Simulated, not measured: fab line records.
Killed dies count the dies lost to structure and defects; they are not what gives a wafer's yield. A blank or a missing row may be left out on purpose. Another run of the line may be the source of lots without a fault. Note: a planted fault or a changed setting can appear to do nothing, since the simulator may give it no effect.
The tool behind it: which one? :: flow gf180mcu :: 12 lots, 36 wafers sampled, at 2 steps of a route of 602

## WHAT EACH GAUGE READ, for each wafer
GF_STI_THK_MEAS_04.
lot: L553
measured: day 1 18:41
on: film-metro-03
STI_CVD_03_THK (nm): 206.8 206.2 206.9

lot: L554
measured: day 2 00:33
on: film-metro-01
STI_CVD_03_THK (nm): 207.7 208.4 208.9

lot: L556
measured: day 2 10:26
on: film-metro-03
STI_CVD_03_THK (nm): 207.7 206.6 206.0

lot: L557
measured: day 2 15:22
on: film-metro-01
STI_CVD_03_THK (nm): 208.2 208.1 207.2

lot: L560
measured: day 3 06:40
on: film-metro-03
STI_CVD_03_THK (nm): 214.5 216.4 222.2

lot: L563
measured: day 3 21:07
on: film-metro-02
STI_CVD_03_THK (nm): 216.6 212.6 211.5

lot: L564
measured: day 4 01:35
on: film-metro-01
STI_CVD_03_THK (nm): 205.8 206.0 206.1

lot: L567
measured: day 4 16:35
on: film-metro-03
STI_CVD_03_THK (nm): 203.8 203.2 205.9

lot: L568
measured: day 4 22:14
on: film-metro-01
STI_CVD_03_THK (nm): 205.7 203.3 203.1

lot: L569
measured: day 5 02:35
on: film-metro-01
STI_CVD_03_THK (nm): 207.4 206.6 205.4

lot: L571
measured: day 5 12:55
on: film-metro-02
STI_CVD_03_THK (nm): 206.1 207.7 205.9

lot: L575
measured: day 6 09:05
on: film-metro-03
STI_CVD_03_THK (nm): 207.3 207.3 208.2

## TOOL THAT RAN EACH LOT (tool first, then ch and the chambers of the sampled wafers, then the start)
lot: L553
GF_STI_CVD_03: lpcvd-02 ch 0, day 1 16:42

lot: L554
GF_STI_CVD_03: lpcvd-01 ch 0, day 1 21:34

lot: L556
GF_STI_CVD_03: lpcvd-01 ch 0, day 2 08:26

lot: L557
GF_STI_CVD_03: lpcvd-01 ch 1, day 2 13:23

lot: L560
GF_STI_CVD_03: lpcvd-01 ch 1, day 3 04:39

lot: L563
GF_STI_CVD_03: lpcvd-01 ch 0, day 3 19:07

lot: L564
GF_STI_CVD_03: lpcvd-02 ch 0, day 3 23:34

lot: L567
GF_STI_CVD_03: lpcvd-02 ch 0, day 4 14:34

lot: L568
GF_STI_CVD_03: lpcvd-02 ch 0, day 4 20:16

lot: L569
GF_STI_CVD_03: lpcvd-02 ch 1, day 5 00:34

lot: L571
GF_STI_CVD_03: lpcvd-02 ch 0, day 5 10:55

lot: L575
GF_STI_CVD_03: lpcvd-02 ch 0, day 6 07:05
- GF_STI_CVD_03: deposits Si3N4 from DCS/NH3, target thk 207.16 nm, time 3551 s.

## AS READ BY THE TOOLS THEMSELVES (means over the sampled wafers that have a number; for cases with no such wafer, the mark the record gives instead)
GF_STI_CVD_03.
lot: L553
tool: lpcvd-02
spike-tc-centre-C (C): 768.5

lot: L554
tool: lpcvd-01
spike-tc-centre-C (C): 770.6

lot: L556
tool: lpcvd-01
spike-tc-centre-C (C): 770.7

lot: L557
tool: lpcvd-01
spike-tc-centre-C (C): 771.1

lot: L560
tool: lpcvd-01
spike-tc-centre-C (C): 784.6

lot: L563
tool: lpcvd-01
spike-tc-centre-C (C): 784.0

lot: L564
tool: lpcvd-02
spike-tc-centre-C (C): 768.8

lot: L567
tool: lpcvd-02
spike-tc-centre-C (C): 768.4

lot: L568
tool: lpcvd-02
spike-tc-centre-C (C): 768.4

lot: L569
tool: lpcvd-02
spike-tc-centre-C (C): 770.8

lot: L571
tool: lpcvd-02
spike-tc-centre-C (C): 769.2

lot: L575
tool: lpcvd-02
spike-tc-centre-C (C): 769.0

## THE ANSWER, worked out from the rows above alone
Rule: the lots themselves supply what counts as usual. The widest of any qualifying gaps counts: lots, ordered by their means at a reading, are off when they make up no more than a third of the lots, leave a main group of 4 or more, and stand apart from it by 3 or more times the standard deviation of that group's means. Not used: any main group whose means are identical at the precision the tables above print for the reading. Also off: a lot with no number at a reading for which 4 or more lots have one. All remaining lots with rows at the step are treated as sound. Order of review: gauges by route order, followed by the tools' own readings, for which a lot's mean as printed above is used. The first step at which some lot is off is used, and at that step the reading that is off furthest; a lot without a number counts as furthest.
Off: at GF_STI_THK_MEAS_04 (STI_CVD_03_THK), L560, L563. The main group has a mean of 206.4 nm with a standard deviation of 1.3.
If a tool, at a process step before that reading, ran all the lots that are off and no sound lot after the first of them, it fits. The gauges at GF_STI_THK_MEAS_04 aren't tried: what is off there is off at GF_STI_CVD_03 too, on other tools, and a gauge's error can't cause that. One candidate fits, namely lpcvd-01 at GF_STI_CVD_03. Its last sound lot is L557 (day 2 13:23), its first lot that is off L560 (day 3 04:39): a fault that began between those two fits.
On the lots that are off, the tool's own readings at GF_STI_CVD_03 differ by more than 5 times the standard deviation of the sound lots' means, which bears it out; spike-tc-centre-C reads 784.3 C there versus 769.5 C on the sound lots.

## WHAT WAS PUT IN BY THE SIMULATOR
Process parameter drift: lpcvd-01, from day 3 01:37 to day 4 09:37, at GF_STI_CVD_03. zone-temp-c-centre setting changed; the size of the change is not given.
Struck lots among those shown: L560, L563. The rule above found the same.
